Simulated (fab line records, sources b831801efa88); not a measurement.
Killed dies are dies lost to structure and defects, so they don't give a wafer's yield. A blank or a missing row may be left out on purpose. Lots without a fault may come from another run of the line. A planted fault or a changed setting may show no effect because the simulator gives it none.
fab line records | flow sfq_line
record lots=6 wafers=18 last_day=89
route steps=325 shown I2@110 M3@118
lots that met no fault: from a run of the same line without faults
start_h: hours from the record's first day to the start of the lot's first wafer shown | wait_h: hours since the lot's step before | " the same as in the row above | L1.1+2: a row that stands for several wafers | - no value, or no start given | * or withheld: withheld | < > ~ a bound
route shown NAME@n: a module of which the file shows steps, and the number in the route of the first | usual: mean/standard deviation of fault-free wafers | same: alike in all rows | chamber/n: place in a boat | sites: the reading at each site | _std_site: their standard deviation | _edge_site: outer sites' mean less inner sites' | radius_mm: how far each site lies from the wafer's centre | mask NAME#n: copy n | behind: the tool/chamber that last shaped the wafer | hold: why the lot was held/for how many hours/how that ended | device: the transistor (n, p or np) that didn't switch | end of line: the same wafers' tests at the end of the route | a step without rows: its recipe alone | killed: dies lost to structure and defects at the first sort, not the wafer's yield | map: a wafer's dies, x killed, . not, _ none there
set.NAME: the setting as run; set.NAME@STEP: as run at that earlier step | model.NAME: the simulator's own value behind a step, which no gauge read
lots at some steps of the route; a table a step, a row a wafer
services: from which hour (start_h, from the record's first day; less than 0 if before it) a tool's chamber was out of use, for how many hours, and why
## steps
# step SFQ_TRILAYER_I2_VIA_LITHO_EXPOSE_068
# recipe mask_id=I2 na=0.6 source_shape=conventional sigma_outer=0.65 target_cd_nm=500 dose_mj=21.3
# step SFQ_TRILAYER_I2_VIA_LITHO_PEB_070
# recipe peb_temp_c=115 peb_time_s=60 resist=KrF
# step SFQ_TRILAYER_I2_VIA_LITHO_DEVELOP_069
# recipe time_s=60 resist=KrF
# step SFQ_I2_OVL_MEAS_918
# usual I2_OVL=-3/5.9
# columns lot.wafer tool chamber start_h wait_h I2_OVL[nm]
L765.1 overlay-01 - 1043.27 0.1 4
L765.2 " - " " -8
L765.5 " - " " 2
L772.1 overlay-02 - 1074.47 0.1 -11
L772.2 " - " " -5
L772.5 " - " " -11
L777.3 overlay-01 - 1088.88 0.1 -5
L777.4 " - " " -7
L777.5 " - " " -3
L778.3 overlay-01 - 1093.68 0.1 -3
L778.4 " - " " -6
L778.5 " - " " -8
L780.1 overlay-02 - 1111.94 0.1 11
L780.3 " - " " 9
L780.4 " - " " 10
L782.1 overlay-02 - 1122.65 0.1 -6
L782.3 " - " " -6
L782.5 " - " " -5
# step SFQ_TRILAYER_I2_VIA_BARC_OPEN_VIA_ETCH_096
# recipe mask_material=PR chemistry=O2 target_depth_nm=125 target=BARC source_w=500 bias_w=80 pressure_mtorr=30 time_s=41.7
# usual drypump_motor_current_A=5.9/0.44 oes_product_au=0.683/0.0045 rf_fwd_power_W=494.7/2.2
# columns lot.wafer tool chamber start_h wait_h drypump_motor_current_A oes_product_au rf_fwd_power_W rf_hours_counter_h
L765.1 rie_diel-04 1 1043.31 0.0 6.6 0.678 498.6 20
L765.2 " 0 " " 5.0 0.684 496.7 10
L765.5 " 1 " " 6.6 0.679 499.2 -
L772.1 rie_diel-03 0 1074.51 0.0 5.8 0.687 495.6 16
L772.2 " 1 " " 6.1 0.677 493.5 12
L772.5 " 3 " " 6.3 0.683 497.0 -
L777.3 rie_diel-04 0 1088.91 0.0 5.1 0.679 495.1 10
L777.4 " 3 " " 5.8 0.679 497.4 6
L777.5 " 2 " " 5.5 0.681 491.2 -
L778.3 rie_diel-03 2 1093.71 0.0 6.3 0.679 492.9 8
L778.4 " 1 " " 6.2 0.681 493.8 -
L778.5 " 0 " " 5.7 0.678 495.4 -
L780.1 rie_diel-04 2 1111.97 0.0 5.6 0.684 492.2 12
L780.3 " 0 " " 5.1 0.687 491.1 11
L780.4 " 1 " " 6.6 0.684 496.1 21
L782.1 rie_diel-04 2 1122.69 0.0 5.6 0.688 489.3 13
L782.3 " 0 " " 5.1 0.688 496.1 11
L782.5 " 0 " " 5.0 0.678 495.2 -
# step SFQ_TRILAYER_I2_VIA_ETCH_VIA_ETCH_070
# recipe target=SiO2 stop_on=Nb mask_material=PR taper_deg=20 chemistry=CHF3 target_depth_nm=260 source_w=500 bias_w=80 pressure_mtorr=30 time_s=withheld
# usual drypump_motor_current_A=5.9/0.44 oes_product_au=0.853/0.0054 rf_fwd_power_W=497.9/1.7
# columns lot.wafer tool chamber start_h wait_h drypump_motor_current_A oes_product_au rf_fwd_power_W
L765.1 rie_diel-04 1 1043.35 0.0 6.6 0.855 499.3
L765.2 " 0 " " 5.0 0.855 496.8
L765.5 " 1 " " 6.6 0.847 500.3
L772.1 rie_diel-03 0 1074.55 0.0 5.7 0.861 496.0
L772.2 " 1 " " 6.2 0.849 502.6
L772.5 " 3 " " 6.3 0.843 496.7
L777.3 rie_diel-04 0 1088.95 0.0 5.0 0.857 500.5
L777.4 " 3 " " 5.8 0.853 497.3
L777.5 " 2 " " 5.6 0.853 496.2
L778.3 rie_diel-03 2 1093.75 0.0 6.3 0.857 499.8
L778.4 " 1 " " 6.2 0.853 496.3
L778.5 " 0 " " 5.8 0.850 500.6
L780.1 rie_diel-04 2 1112.01 0.0 5.6 0.854 495.7
L780.3 " 0 " " 5.1 0.851 498.9
L780.4 " 1 " " 6.6 0.853 499.0
L782.1 rie_diel-04 2 1122.73 0.0 5.6 0.853 497.4
L782.3 " 0 " " 5.0 0.850 497.3
L782.5 " 0 " " 5.1 0.853 498.7
# step SFQ_TRILAYER_I2_VIA_STRIP_STRIP_071
# recipe gas=O2 power_w=200 platen_temp_c=40 overash_fraction=0.6822 chemistry=O2 pressure_mtorr=50
# usual drypump_motor_current_A=6.03/0.14 oes_product_au=1.002/0.01
# columns lot.wafer tool chamber start_h wait_h drypump_motor_current_A oes_product_au rf_hours_counter_h
L765.1 rie_metal-01 1 1043.46 - 6.02 1.000 37
L765.2 " 0 " " 6.10 0.992 110
L765.5 " 0 " " 6.10 0.980 -
L772.1 rie_metal-04 1 1074.66 - 6.02 1.000 142
L772.2 " 1 " " 6.01 0.998 -
L772.5 " 1 " " 6.02 0.996 -
L777.3 rie_metal-01 0 1089.26 - 6.10 0.997 -
L777.4 " 1 " " 5.98 1.011 -
L777.5 " 0 " " 6.11 0.999 -
L778.3 rie_metal-04 0 1094.26 - 5.79 1.014 -
L778.4 " 0 " " 5.80 1.003 -
L778.5 " 0 " " 5.81 1.011 -
L780.1 rie_metal-04 1 1112.13 - 6.02 1.007 1
L780.3 " 1 " " 6.00 1.014 -
L780.4 " 0 " " 5.75 1.012 -
L782.1 rie_metal-01 0 1122.84 - 6.10 0.996 124
L782.3 " 1 " " 6.00 1.017 -
L782.5 " 1 " " 5.99 1.008 -
# step SFQ_TRILAYER_I2_VIA_STRIP_SOLV_CLEAN_072
# recipe chemistry=NMP temp_c=70 time_s=600
# step SFQ_TRILAYER_M3_DEP_PRE_CLEAN_074
# recipe gas=Ar time_s=22.5 bias_v=250
# step SFQ_TRILAYER_M3_DEP_SPUTTER_073
# recipe material=Nb base_pressure_pa=1.33e-06 chamber_pressure_pa=0.1333 substrate_temp_c=20 resputter_cathode_voltage_v=400 target_thk_nm=200 power_w=2000 time_s=133.3
# usual chamber_pressure_pa=0.13327/0.00026 throttle_valve_pct=30.2/1.4
# columns lot.wafer tool chamber start_h wait_h chamber_pressure_pa throttle_valve_pct
L765.1 pvd_sputter-03 - 1044.26 0.0 0.13328 28.9
L765.2 " - " " 0.13316 32.2
L765.5 " - " " 0.1332 30.3
L772.1 pvd_sputter-06 - 1076.06 0.0 0.13332 32.5
L772.2 " - " " 0.13338 30.6
L772.5 " - " " 0.13361 29.7
L777.3 pvd_sputter-06 - 1089.86 0.0 0.13342 30.5
L777.4 " - " " 0.13383 30.4
L777.5 " - " " 0.13379 30.1
L778.3 pvd_sputter-03 - 1095.26 0.0 0.13351 30.4
L778.4 " - " " 0.13358 32.2
L778.5 " - " " 0.13354 30.4
L780.1 pvd_sputter-03 - 1112.93 0.0 0.13313 28.7
L780.3 " - " " 0.13326 30.5
L780.4 " - " " 0.1336 30.1
L782.1 pvd_sputter-03 - 1123.64 0.0 0.13348 31.8
L782.3 " - " " 0.13318 29.2
L782.5 " - " " 0.13368 30.4
# step SFQ_M3_RS_MEAS_919
# recipe thk_meas_gauge=four-point-probe reads=Nb_of_TRILAYER_M3_DEP_SPUTTER_073
# usual M3_NB_RS=0.891/0.011
# columns lot.wafer tool chamber start_h wait_h M3_NB_RS[ohm/sq]
L765.1 film_metro-01 - 1044.35 0.0 0.886
L765.2 " - " " 0.898
L765.5 " - " " 0.893
L772.1 film_metro-01 - 1076.15 0.0 0.893
L772.2 " - " " 0.904
L772.5 " - " " 0.892
L777.3 film_metro-01 - 1089.99 0.1 0.907
L777.4 " - " " 0.884
L777.5 " - " " 0.885
L778.3 film_metro-01 - 1095.39 0.1 0.905
L778.4 " - " " 0.914
L778.5 " - " " 0.905
L780.1 film_metro-02 - 1113.02 0.0 0.883
L780.3 " - " " 0.900
L780.4 " - " " 0.899
L782.1 film_metro-02 - 1123.73 0.0 0.901
L782.3 " - " " 0.886
L782.5 " - " " 0.906
# step SFQ_TRILAYER_M3_LITHO_COAT_080
# recipe resist=BARC spin_rpm=3000 resist_thk_nm=62
# usual resist_line_temp_C=23.02/0.11
# columns lot.wafer tool chamber start_h wait_h resist_line_temp_C model.BARC_of_TRILAYER_M3_LITHO_COAT_080.thk_nm
L765.1 litho_track-01 0 1044.53 0.1 23.08 61.84
L765.2 " 0 " " 23.09 61.8
L765.5 " 0 " " 23.04 61.86
L772.1 litho_track-04 0 1076.33 0.1 23.01 62.12
L772.2 " 0 " " 22.92 62.21
L772.5 " 0 " " 23.02 62.12
L777.3 litho_track-04 0 1090.23 0.1 23.04 58.45
L777.4 " 0 " " 23.11 58.23
L777.5 " 0 " " 23.24 58.15
L778.3 litho_track-01 0 1095.63 0.1 23.14 62.33
L778.4 " 0 " " 23.11 62.34
L778.5 " 0 " " 23.13 62.16
L780.1 litho_track-04 0 1113.20 0.1 23.27 58.46
L780.3 " 0 " " 23.15 58.39
L780.4 " 0 " " 23.17 58.37
L782.1 litho_track-03 0 1123.91 0.1 22.90 61.79
L782.3 " 0 " " 22.74 61.92
L782.5 " 0 " " 22.97 62.18
# step SFQ_TRILAYER_M3_LITHO_COAT_075
# recipe resist=KrF spin_rpm=3000 resist_thk_nm=600
# step SFQ_TRILAYER_M3_LITHO_SOFTBAKE_079
# recipe temp_c=withheld time_s=withheld resist=KrF
# step SFQ_TRILAYER_M3_LITHO_EXPOSE_076
# recipe mask_id=M3 na=0.6 source_shape=conventional sigma_outer=0.65 target_cd_nm=500 dose_mj=14.4
# step SFQ_TRILAYER_M3_LITHO_PEB_078
# recipe peb_temp_c=115 peb_time_s=60 resist=KrF
# step SFQ_TRILAYER_M3_LITHO_DEVELOP_077
# recipe time_s=60 resist=KrF
# step SFQ_M3_OVL_MEAS_921
# usual M3_OVL=-1/4.7
# columns lot.wafer tool chamber start_h wait_h M3_OVL[nm]
L765.1 overlay-02 - 1046.91 0.1 3
L765.2 " - " " -1
L765.5 " - " " 0
L772.1 overlay-01 - 1078.58 0.1 -2
L772.2 " - " " -5
L772.5 " - " " 1
L777.3 overlay-01 - 1092.40 0.1 -3
L777.4 " - " " -1
L777.5 " - " " 4
L778.3 overlay-01 - 1097.80 0.1 2
L778.4 " - " " -1
L778.5 " - " " 0
L780.1 overlay-02 - 1222.02 0.1 -4
L780.3 " - " " -9
L780.4 " - " " -3
L782.1 overlay-02 - 1236.42 0.1 3
L782.3 " - " " -5
L782.5 " - " " -1
# step SFQ_TRILAYER_M3_BARC_OPEN_METAL_ETCH_100
# recipe mask_material=PR chemistry=O2 target_depth_nm=125 target=BARC icp_w=600 bias_w=82.74 pressure_mtorr=10 time_s=41.7
# usual drypump_motor_current_A=5.8/0.42 oes_product_au=0.685/0.0045 rf_fwd_power_W=594.7/1.9
# columns lot.wafer tool chamber start_h wait_h drypump_motor_current_A oes_product_au rf_fwd_power_W rf_hours_counter_h model.etch.depth_nm
L765.1 rie_metal-04 0 1046.95 0.0 5.8 0.681 595.0 137 61.84
L765.2 " 1 " " 6.0 0.688 593.1 135 61.8
L765.5 " 1 " " 6.0 0.681 594.0 - 61.86
L772.1 rie_metal-03 0 1078.62 0.0 6.0 0.683 595.5 31 62.12
L772.2 " 1 " " 6.4 0.682 594.0 114 62.21
L772.5 " 1 " " 6.4 0.683 594.1 - 62.12
L777.3 rie_metal-03 1 1092.44 0.0 6.4 0.668 595.4 - 58.45
L777.4 " 0 " " 6.0 0.662 595.6 - 58.23
L777.5 " 0 " " 6.0 0.665 595.2 - 58.15
L778.3 rie_metal-04 0 1097.86 0.1 5.8 0.690 596.7 - 62.33
L778.4 " 0 " " 5.8 0.687 593.7 - 62.34
L778.5 " 0 " " 5.8 0.686 592.8 - 62.16
L780.1 rie_metal-04 1 1222.06 0.0 6.0 0.662 592.8 21 58.46
L780.3 " 1 " " 6.0 0.675 592.5 - 58.39
L780.4 " 0 " " 5.8 0.669 596.3 - 58.37
L782.1 rie_metal-03 1 1236.46 0.0 6.4 0.686 596.9 5 61.79
L782.3 " 1 " " 6.4 0.681 595.8 - 61.92
L782.5 " 0 " " 6.0 0.682 597.1 - 62.18
# step SFQ_TRILAYER_M3_ETCH_METAL_ETCH_078
# recipe target=Nb stop_on=SiO2 mask_material=PR chemistry=Cl2/Ar target_depth_nm=240 icp_w=600 bias_w=80 pressure_mtorr=10 time_s=120
# usual drypump_motor_current_A=5.8/0.41 oes_product_au=0.894/0.0079 rf_fwd_power_W=597.7/2
# columns lot.wafer tool chamber start_h wait_h drypump_motor_current_A oes_product_au rf_fwd_power_W rf_hours_counter_h
L765.1 rie_metal-04 0 1047.01 0.0 5.8 0.895 596.3 137
L765.2 " 1 " " 6.0 0.887 595.2 136
L765.5 " 1 " " 6.0 0.890 595.4 -
L772.1 rie_metal-03 0 1078.68 0.0 6.0 0.894 598.9 31
L772.2 " 1 " " 6.4 0.880 598.7 114
L772.5 " 1 " " 6.3 0.879 600.0 -
L777.3 rie_metal-03 1 1092.52 0.1 6.4 0.885 599.5 -
L777.4 " 0 " " 6.0 0.897 600.1 -
L777.5 " 0 " " 6.0 0.897 601.3 -
L778.3 rie_metal-04 0 1098.02 0.1 5.8 0.879 595.8 -
L778.4 " 0 " " 5.8 0.880 596.1 -
L778.5 " 0 " " 5.8 0.885 595.1 -
L780.1 rie_metal-04 1 1222.12 0.0 6.0 0.893 595.3 21
L780.3 " 1 " " 6.0 0.887 593.7 -
L780.4 " 0 " " 5.8 0.887 599.3 -
L782.1 rie_metal-03 1 1236.52 0.0 6.4 0.893 599.9 5
L782.3 " 1 " " 6.4 0.899 599.2 -
L782.5 " 0 " " 6.0 0.879 601.5 -
## services
# columns tool chamber start_h hours kind
pvd_sputter-06 - 1022.66 4.5 repair
pvd_sputter-06 - 1034.64 2.9 repair
pvd_sputter-03 - 1046.85 1.4 repair
rie_metal-04 0 1064.16 4.3 repair
rie_metal-04 0 1068.66 - clean
rie_metal-04 0 1068.66 - consumable_replace:focus_ring
rie_diel-03 2 1069.33 7.4 repair
pvd_sputter-03 - 1073.91 8.7 repair
rie_diel-03 3 1089.02 16.1 repair
rie_diel-03 0 1090.02 2.2 repair
rie_diel-03 - 1123.68 0.6 repair
rie_diel-03 3 1125.27 9.4 repair
rie_metal-03 1 1126.70 4.8 repair
rie_diel-03 0 1134.12 4.3 repair
rie_metal-01 1 1136.73 17.7 repair
rie_diel-04 0 1139.27 10.6 repair
rie_diel-03 0 1142.29 6.1 repair
rie_metal-01 1 1155.53 27.8 repair
rie_diel-03 0 1164.15 9.3 repair
rie_diel-03 1 1191.27 33.9 repair
rie_metal-01 - 1204.07 2.8 pm
pvd_sputter-03 - 1220.51 0.6 repair
rie_diel-03 0 1220.99 9.1 repair
rie_metal-01 - 1234.22 14.6 pm
## key
first_sign step=SFQ_TRILAYER_M3_BARC_OPEN_METAL_ETCH_100 reading=oes_product_au direction=down sigmas=4 usual=0.685 struck=0.667
effect none on later readings
model_effect step=SFQ_TRILAYER_M3_LITHO_COAT_080 value=BARC_of_TRILAYER_M3_LITHO_COAT_080.thk_nm without=61.96 struck=58.34
model_effect step=SFQ_TRILAYER_M3_BARC_OPEN_METAL_ETCH_100 value=etch.depth_nm without=61.96 struck=58.34
met_at SFQ_TRILAYER_M3_LITHO_COAT_080
struck_wafers L777.3,L777.4,L777.5,L780.1,L780.3,L780.4
onset_between 1076.33 1090.23
fault kind=process_parameter_drift tool=litho_track-04 chamber=- onset_h=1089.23 steps=SFQ_TRILAYER_M3_LITHO_COAT_080 channel=resist_thk_nm offset=-3.6232 shape=step end_h=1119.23 acts_in=these_recipes_only stated=62
